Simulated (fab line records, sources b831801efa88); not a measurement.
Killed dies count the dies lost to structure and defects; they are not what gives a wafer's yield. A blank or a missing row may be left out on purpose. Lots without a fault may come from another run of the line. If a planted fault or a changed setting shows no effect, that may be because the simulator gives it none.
Code-filled problem report in 8D (eight disciplines) form | flow gf180mcu | the parts of the form that need people (team, actions taken, sign-off) are left out

1. THE PROBLEM
chamber-pressure-mTorr at GF_VT_IMPLANT_STRIP_31 reads a mean of 1799.8 mTorr on 6 wafers of 2 lots; wafers without a fault read 1500.0 mTorr with a standard deviation of 1.4. That is +99 or more standard deviations from the usual mean.
The step: strips in O2/N2.
First observed at day 9 00:12: wafer L707.2, on plasma-asher-04. At this step, 40 wafers from 14 lots have a number in the record. Rule for "out", or "out of limits": more than 4 standard deviations from the usual mean. All remaining wafers that have a number are taken as sound.

2. WHAT IT IS, AND WHAT IT ISN'T
question                    | is                                                               | is not
which readings at this step | chamber-pressure-mTorr, oes-product-au, strip-time-to-endpoint-s | drypump-motor-current-A, heater-power-w, o2-flow-sccm
which lots                  | L707, L711                                                       | L699, L700, L701, L702, L703, L704, L705, L717, L718, L720, L721, L722
which wafers of those lots  | all that have a number                                           | -
read on which tools         | plasma-asher-04                                                  | plasma-asher-02, plasma-asher-03
when                        | from day 9 00:12                                                 | up to then (20 sound wafers); but 14 sound wafers of L717, L718, L720, L721, L722 came after

3. SUSPECTS, AND WHAT RULES EACH OUT
Counting: a tool at any process step up to the reading remains a suspect when it ran all the lots that are out and ran no sound lot after the first of those.
- plasma-asher-04 at GF_VT_IMPLANT_STRIP_31 (strips in O2/N2): ruled out as a lasting fault. Following L707 (day 9 00:12), the first lot on it that is out, the sound lots L720, L721 were run on it.
Left after counting: nothing in the record.

4. THE CAUSE (what the simulator had put in)
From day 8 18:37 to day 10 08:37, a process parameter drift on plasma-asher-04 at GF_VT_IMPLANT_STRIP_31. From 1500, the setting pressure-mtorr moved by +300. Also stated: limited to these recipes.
Counting ruled it out, wrongly.

5. THE EFFECT CHAIN, in route order
One row per reading whose mean, taken over the struck wafers that have a number, lies over 3 standard deviations from the usual. Scope: only readings with a usual standard deviation given in the record; hours: median across lots of the time from each lot's start at the first step in this table that gives one to its start at this step; sigmas: change in usual standard deviations.
hours | step                   | reading                  | usual        | on struck wafers | change | sigmas
0     | GF_VT_IMPLANT_STRIP_31 | chamber-pressure-mTorr   | 1500.0 mTorr | 1799.8           | +299.8 | +99 or more
0     | GF_VT_IMPLANT_STRIP_31 | oes-product-au           | 0.716 a.u.   | 0.740            | +0.024 | +5.1
0     | GF_VT_IMPLANT_STRIP_31 | strip-time-to-endpoint-s | 12.63 s      | 12.16            | -0.47  | -15
Its process steps:
- GF_VT_IMPLANT_STRIP_31: strips in O2/N2.
Later measuring or inspecting steps at which every struck wafer that the step has a row for has a number for every such reading, and none has moved that far: GF_M1_CD_MEAS_14.

6. HOW IT WOULD HAVE BEEN CAUGHT EARLIER
6 hours passed between the start of the fault at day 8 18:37 and the first reading out of limits in this record, taken at day 9 00:12.
